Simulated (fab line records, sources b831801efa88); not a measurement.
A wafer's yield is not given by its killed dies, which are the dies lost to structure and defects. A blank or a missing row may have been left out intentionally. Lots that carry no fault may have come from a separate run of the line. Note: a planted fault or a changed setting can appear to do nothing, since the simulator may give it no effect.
fab line records | flow sky130 | part 2 of 2: steps 22 to 22 of 22
record lots=6 | wafers=18 | last-day=50
route steps=708 shown METAL2@483 PAD_OPEN@708
lots untouched by any fault: they come from a run of this same line in which no faults occurred
start-h: hours from the record's first day to the start of the lot's first wafer shown | wait-h: how many hours have passed since the lot's step before this one | " identical to the entry in the row above | L1.1+2: several wafers, shown together as one row | - no value present, or no start provided | * or withheld: withheld | < > ~ a bound
route shown NAME@n: a module of which the file shows steps, and the number in the route of the first | usual: the fault-free wafers' mean and standard deviation | same: alike in all rows | chamber/n: place in a boat | sites: readings site by site | _std_site: the values' standard deviation | _edge_site: inner sites' mean taken away from outer sites' mean | radius-mm: for every site, how far away it sits from the centre of the wafer | mask NAME#n: copy n | behind: the most recent tool/chamber to have shaped the wafer | hold: the reason the lot was held/the length of the hold in hours/how it ended | device: whichever transistor did not switch (one of n, p or np) | end of line: the same wafers' tests at the end of the route | step lacking rows: just its recipe | killed: dies that structure and defects cost at the first sort, which is not the same as the wafer's yield | map: the dies of a wafer, with x for killed, . for not killed, _ for no die there
set.NAME: the run value of the setting; set.NAME@STEP: its run value at that earlier step | model.NAME: the simulator's own value behind a step, which no gauge read
certain route steps with their lots: each step a table, each wafer a row
services: when a tool's chamber went out of use (start-h, in hours from the record's first day, below 0 if earlier), for how many hours, and the reason
## steps
# step SKY_PAD_OPEN_PROBE_99
# usual defect-limited-yield=82.3/2.1 | killed_at_M0_to_M3=44/7.3 | killed_at_M4_up=3.3/1.8 | killed-at-contacts=24/5.3 | killed-at-front-end=16/5 | killed-at-other=0.2/0.51 | killed-dies=87/10 | killed-on-rim=17/3.9 | killed-open=47/7.5 | killed-short=40/6.3 | sort_bin_3_pad_short=0.9/0.41 | sort_bin_5_function=10.5/1.6 | sort_bin_6_memory=6.3/1.2 | sort-n-pass=405/10 | sort-yield-pct=82.3/2.1
# same gross-dies=492 | killed-at-back-side=0 | sort_bin_4_leakage[%]=0 | sort_bin_8_speed[%]=0
lot.wafer | tool      | chamber | start-h | wait-h | defect-limited-yield[%] | killed_at_M0_to_M3 | killed_at_M4_up | killed-at-contacts | killed-at-front-end | killed-at-other | killed-dies | killed-on-rim | killed-open | killed-short | sort_bin_3_pad_short[%] | sort_bin_5_function[%] | sort_bin_6_memory[%] | sort-n-pass | sort-yield-pct[%]
L993.2    | prober-02 | -       | 1094.30 | 0.1    | 80.7                    | 54                 | 3               | 23                 | 15                  | 0               | 95          | 14            | 55          | 40           | 0.6                     | 11.4                   | 7.3                  | 397         | 80.7
L993.5    | prober-02 | -       | 1094.45 | 0.2    | 80.3                    | 53                 | 2               | 30                 | 11                  | 1               | 97          | 21            | 52          | 45           | 0.8                     | 13.2                   | 5.7                  | 395         | 80.3
L993.6    | prober-02 | -       | 1094.50 | 0.2    | 83.9                    | 30                 | 1               | 33                 | 14                  | 1               | 79          | 13            | 36          | 43           | 1.0                     | 10.0                   | 5.1                  | 413         | 83.9
L100.3    | prober-01 | -       | 1142.91 | 0.2    | 82.5                    | 32                 | 2               | 31                 | 21                  | 0               | 86          | 18            | 45          | 41           | 1.0                     | 10.8                   | 5.7                  | 406         | 82.5
L100.4    | prober-01 | -       | 1142.96 | 0.2    | 80.3                    | 46                 | 0               | 32                 | 19                  | 0               | 97          | 13            | 54          | 43           | 1.6                     | 10.6                   | 7.5                  | 395         | 80.3
L100.6    | prober-01 | -       | 1143.06 | 0.2    | 88.0                    | 29                 | 5               | 18                 | 7                   | 0               | 59          | 16            | 28          | 31           | 0.8                     | 5.9                    | 5.3                  | 433         | 88.0
L104.3    | prober-01 | -       | 1166.46 | 0.2    | 11.2                    | 369                | 5               | 36                 | 27                  | 0               | 437         | 74            | 71          | 47           | 0.8                     | 78.9                   | 9.1                  | 55          | 11.2
L104.4    | prober-01 | -       | 1166.51 | 0.2    | 5.3                     | 427                | 1               | 17                 | 21                  | 0               | 466         | 82            | 53          | 36           | 1.2                     | 85.8                   | 7.7                  | 26          | 5.3
L104.5    | prober-01 | -       | 1166.56 | 0.2    | 0                       | 451                | 2               | 22                 | 17                  | 0               | 492         | 96            | 39          | 45           | 1.6                     | 92.7                   | 5.7                  | 0           | 0
L105.2    | prober-02 | -       | 1167.50 | 0.1    | 0                       | 451                | 3               | 22                 | 14                  | 2               | 492         | 96            | 46          | 42           | 0.8                     | 92.1                   | 7.1                  | 0           | 0
L105.5    | prober-02 | -       | 1167.65 | 0.2    | 82.1                    | 41                 | 3               | 22                 | 21                  | 1               | 88          | 19            | 43          | 42           | 0.6                     | 10.4                   | 6.9                  | 404         | 82.1
L105.6    | prober-02 | -       | 1167.70 | 0.2    | 0.8                     | 449                | 3               | 20                 | 16                  | 0               | 488         | 94            | 56          | 41           | 1.4                     | 89.6                   | 8.1                  | 4           | 0.8
L111.1    | prober-02 | -       | 1194.61 | 0.1    | 85.0                    | 37                 | 1               | 22                 | 14                  | 0               | 74          | 22            | 46          | 28           | 0.8                     | 8.7                    | 5.5                  | 418         | 85.0
L111.2    | prober-02 | -       | 1194.66 | 0.1    | 79.7                    | 44                 | 2               | 30                 | 24                  | 0               | 100         | 18            | 53          | 47           | 1.0                     | 11.4                   | 7.9                  | 392         | 79.7
L111.5    | prober-02 | -       | 1194.81 | 0.2    | 82.7                    | 38                 | 3               | 26                 | 18                  | 0               | 85          | 22            | 54          | 31           | 0.6                     | 10.8                   | 5.9                  | 407         | 82.7
L113.1    | prober-02 | -       | 1200.56 | 0.1    | 78.3                    | 57                 | 4               | 24                 | 22                  | 0               | 107         | 19            | 56          | 51           | 0.2                     | 15.2                   | 6.3                  | 385         | 78.3
L113.3    | prober-02 | -       | 1200.66 | 0.2    | 80.9                    | 56                 | 3               | 20                 | 15                  | 0               | 94          | 17            | 46          | 48           | 1.2                     | 11.8                   | 6.1                  | 398         | 80.9
L113.5    | prober-02 | -       | 1200.76 | 0.2    | 76.0                    | 66                 | 4               | 28                 | 20                  | 0               | 118         | 21            | 62          | 56           | 1.8                     | 11.6                   | 10.6                 | 374         | 76.0
# killed by level:class
L993.2 VIA1:geometric-particle:open=11 CONTACT:geometric-particle:open=11 VIA2:geometric-particle:open=10 METAL1:geometric-particle:short=9 LI_CONTACT:geometric-particle:open=7 METAL2:geometric-particle:short=6 VIA3:geometric-particle:open=6 POLY_GATE:geometric-particle:short=4
L993.5 VIA1:geometric-particle:open=14 LI_CONTACT:geometric-particle:open=10 VIA3:geometric-particle:open=8 CONTACT:geometric-particle:open=8 VIA3:geometric-particle:short=7 VIA2:geometric-particle:open=6 CONTACT:geometric-particle:short=5 METAL2:geometric-particle:short=5
L993.6 CONTACT:geometric-particle:short=12 LI_CONTACT:geometric-particle:open=8 CONTACT:geometric-particle:open=8 METAL1:geometric-particle:short=8 VIA2:geometric-particle:open=6 VIA1:geometric-particle:open=5 FIELD_ISO:geometric-particle:open=4 POLY_GATE:geometric-particle:short=4
L100.3 CONTACT:geometric-particle:open=10 CONTACT:geometric-particle:short=9 FIELD_ISO:geometric-particle:open=7 LI_CONTACT:geometric-particle:open=7 VIA1:geometric-particle:open=7 LOCAL_INTERCONNECT:geometric-particle:short=4 FIELD_ISO:geometric-particle:short=4 METAL1:geometric-particle:short=4
L100.4 VIA3:geometric-particle:open=10 CONTACT:geometric-particle:open=8 LI_CONTACT:geometric-particle:open=8 CONTACT:geometric-particle:short=8 VIA1:geometric-particle:open=7 VIA2:geometric-particle:open=6 FIELD_ISO:geometric-particle:open=5 METAL2:geometric-particle:short=5
L100.6 VIA1:geometric-particle:open=7 CONTACT:geometric-particle:short=6 VIA2:geometric-particle:open=5 LOCAL_INTERCONNECT:geometric-particle:short=4 METAL1:geometric-particle:short=4 LI_CONTACT:geometric-particle:open=3 CONTACT:geometric-particle:open=3 VIA3:geometric-particle:open=3
L104.3 METAL2:area-expose=319 CONTACT:geometric-particle:open=12 VIA2:geometric-particle:open=11 FIELD_ISO:geometric-particle:open=10 LI_CONTACT:geometric-particle:open=10 VIA1:geometric-particle:open=9 CONTACT:geometric-particle:short=7 VIA1:geometric-particle:short=7
L104.4 METAL2:area-expose=377 VIA1:geometric-particle:open=11 FIELD_ISO:geometric-particle:open=8 VIA3:geometric-particle:open=7 METAL1:geometric-particle:short=6 LI_CONTACT:geometric-particle:open=5 CONTACT:geometric-particle:open=5 VIA1:geometric-particle:short=5
L104.5 METAL2:area-expose=408 VIA3:geometric-particle:open=9 CONTACT:geometric-particle:open=9 METAL2:geometric-particle:short=6 FIELD_ISO:geometric-particle:short=5 POLY_GATE:geometric-particle:open=5 CONTACT:geometric-particle:short=5 METAL1:geometric-particle:short=5
L105.2 METAL2:area-expose=404 VIA3:geometric-particle:open=10 VIA1:geometric-particle:open=8 VIA3:geometric-particle:short=7 LI_CONTACT:geometric-particle:open=6 CONTACT:geometric-particle:open=6 METAL1:geometric-particle:short=6 VIA2:geometric-particle:open=4
L105.5 VIA1:geometric-particle:open=9 LI_CONTACT:geometric-particle:open=7 CONTACT:geometric-particle:open=7 POLY_GATE:geometric-particle:short=6 METAL1:geometric-particle:short=6 FIELD_ISO:geometric-particle:short=5 POLY_GATE:geometric-particle:open=5 VIA3:geometric-particle:short=4
L105.6 METAL2:area-expose=391 VIA1:geometric-particle:open=13 CONTACT:geometric-particle:open=9 VIA3:geometric-particle:open=8 METAL1:geometric-particle:short=7 VIA1:geometric-particle:short=7 VIA2:geometric-particle:open=7 METAL2:geometric-particle:short=7
L111.1 CONTACT:geometric-particle:open=14 VIA1:geometric-particle:open=12 FIELD_ISO:geometric-particle:open=9 VIA2:geometric-particle:open=5 CONTACT:geometric-particle:short=4 METAL1:geometric-particle:short=4 METAL2:geometric-particle:short=4 VIA3:geometric-particle:open=3
L111.2 CONTACT:geometric-particle:open=10 VIA1:geometric-particle:short=8 LI_CONTACT:geometric-particle:open=8 POLY_GATE:geometric-particle:open=7 VIA1:geometric-particle:open=7 VIA3:geometric-particle:open=7 METAL2:geometric-particle:short=6 FIELD_ISO:geometric-particle:short=5
L111.5 VIA1:geometric-particle:open=14 CONTACT:geometric-particle:open=13 VIA2:geometric-particle:open=9 POLY_GATE:geometric-particle:open=7 METAL2:geometric-particle:short=7 FIELD_ISO:geometric-particle:short=5 LI_CONTACT:geometric-particle:open=4 LOCAL_INTERCONNECT:geometric-particle:short=4
L113.1 VIA1:geometric-particle:open=10 VIA2:geometric-particle:open=9 CONTACT:geometric-particle:open=8 VIA1:geometric-particle:short=7 METAL2:geometric-particle:short=7 VIA3:geometric-particle:open=7 FIELD_ISO:geometric-particle:short=6 LI_CONTACT:geometric-particle:open=6
L113.3 VIA1:geometric-particle:open=10 FIELD_ISO:geometric-particle:short=9 VIA1:geometric-particle:short=9 VIA3:geometric-particle:open=9 VIA2:geometric-particle:open=8 CONTACT:geometric-particle:open=7 VIA2:geometric-particle:short=7 METAL2:geometric-particle:short=5
L113.5 VIA1:geometric-particle:open=15 METAL2:geometric-particle:short=13 METAL1:geometric-particle:short=9 VIA2:geometric-particle:open=9 LI_CONTACT:geometric-particle:open=7 CONTACT:geometric-particle:open=7 CONTACT:geometric-particle:short=7 VIA3:geometric-particle:open=6
# map L104.5 (x killed, . not)
__________xxxxxxxxxx_________
________xxxxxxxxxxxxxx_______
______xxxxxxxxxxxxxxxxxx_____
_____xxxxxxxxxxxxxxxxxxxx____
____xxxxxxxxxxxxxxxxxxxxxx___
___xxxxxxxxxxxxxxxxxxxxxxxx__
__xxxxxxxxxxxxxxxxxxxxxxxxxx_
_xxxxxxxxxxxxxxxxxxxxxxxxxxxx
_xxxxxxxxxxxxxxxxxxxxxxxxxxxx
_xxxxxxxxxxxxxxxxxxxxxxxxxxxx
_xxxxxxxxxxxxxxxxxxxxxxxxxxxx
_xxxxxxxxxxxxxxxxxxxxxxxxxxxx
_xxxxxxxxxxxxxxxxxxxxxxxxxxxx
_xxxxxxxxxxxxxxxxxxxxxxxxxxxx
_xxxxxxxxxxxxxxxxxxxxxxxxxxxx
__xxxxxxxxxxxxxxxxxxxxxxxxxx_
___xxxxxxxxxxxxxxxxxxxxxxxx__
____xxxxxxxxxxxxxxxxxxxxxx___
_____xxxxxxxxxxxxxxxxxxxx____
______xxxxxxxxxxxxxxxxxx_____
________xxxxxxxxxxxxxx_______
__________xxxxxxxxxx_________
# map L105.2 (x killed, . not)
__________xxxxxxxxxx_________
________xxxxxxxxxxxxxx_______
______xxxxxxxxxxxxxxxxxx_____
_____xxxxxxxxxxxxxxxxxxxx____
____xxxxxxxxxxxxxxxxxxxxxx___
___xxxxxxxxxxxxxxxxxxxxxxxx__
__xxxxxxxxxxxxxxxxxxxxxxxxxx_
_xxxxxxxxxxxxxxxxxxxxxxxxxxxx
_xxxxxxxxxxxxxxxxxxxxxxxxxxxx
_xxxxxxxxxxxxxxxxxxxxxxxxxxxx
_xxxxxxxxxxxxxxxxxxxxxxxxxxxx
_xxxxxxxxxxxxxxxxxxxxxxxxxxxx
_xxxxxxxxxxxxxxxxxxxxxxxxxxxx
_xxxxxxxxxxxxxxxxxxxxxxxxxxxx
_xxxxxxxxxxxxxxxxxxxxxxxxxxxx
__xxxxxxxxxxxxxxxxxxxxxxxxxx_
___xxxxxxxxxxxxxxxxxxxxxxxx__
____xxxxxxxxxxxxxxxxxxxxxx___
_____xxxxxxxxxxxxxxxxxxxx____
______xxxxxxxxxxxxxxxxxx_____
________xxxxxxxxxxxxxx_______
__________xxxxxxxxxx_________
## services
tool           | chamber | start-h | hours | kind
pvd-sputter-02 | -       | 794.50  | 20.5  | repair
krf-scanner-02 | -       | 799.00  | 3.0   | repair
krf-scanner-02 | -       | 800.03  | 2.3   | repair
rie-metal-04   | -       | 811.24  | 0.2   | repair
krf-scanner-01 | -       | 811.37  | 3.6   | pm
krf-scanner-02 | -       | 827.56  | 0.8   | pm
pvd-sputter-02 | -       | 831.49  | 20.7  | repair
krf-scanner-02 | -       | 833.27  | 1.3   | pm
rie-metal-03   | -       | 833.68  | 0.9   | repair
rie-metal-03   | -       | 838.77  | 28.1  | pm
rie-metal-04   | 1       | 866.96  | 5.2   | repair
rie-metal-03   | 0       | 874.67  | 4.1   | repair
rie-metal-03   | 1       | 882.64  | 4.7   | repair
pvd-sputter-02 | -       | 885.51  | 20.8  | repair
rie-metal-03   | -       | 888.46  | 4.3   | repair
krf-scanner-01 | -       | 901.17  | 1.2   | repair
pvd-sputter-03 | -       | 907.85  | 36.5  | repair
krf-scanner-02 | -       | 919.99  | 3.6   | pm
krf-scanner-02 | -       | 926.47  | 1.0   | pm
rie-metal-04   | -       | 933.36  | 4.3   | pm
krf-scanner-01 | -       | 935.43  | 0.8   | pm
krf-scanner-02 | -       | 935.44  | 9.1   | repair
rie-metal-04   | -       | 947.51  | 1.5   | repair
rie-metal-04   | -       | 974.93  | 2.8   | pm
## key
first-sign step=SKY_METAL2_CD_MEAS_15 | reading=cd-nm | direction=down | sigmas=26 | usual=140.2 | struck=94.7
effect step=SKY_PAD_OPEN_PROBE_99 | reading=killed_at_M0_to_M3 | direction=up | sigmas=44 | usual=44 | struck=365 | wafers-moved=5
model-effect step=SKY_METAL2_DESCUM_17 | value=METAL2.cd-nm | without=139.8 | struck=94.98
model-effect step=SKY_METAL2_METAL_ETCH_19 | value=METAL2.cd-nm | without=141 | struck=96.24
more-kills-born-at SKY_METAL2_EXPOSE_12@krf-scanner-01=1902
met-at SKY_METAL2_EXPOSE_12
struck-wafers L104.3,L104.4,L104.5,L105.2,L105.5,L105.6
later-rows-left-out L104.3,L104.4,L104.5,L105.2,L105.6
onset-between 893.23 923.53
fault kind=process-parameter-drift | tool=krf-scanner-01 | chamber=- | onset-h=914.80 | steps=SKY_METAL2_EXPOSE_12 | channel=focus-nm | offset=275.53 | spread-by-wafer=0.3 | shape=step | end-h=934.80
# later-rows-left-out: the simulator's readings of these wafers behind a module that went badly wrong aren't trusted and aren't shown, but for the sort
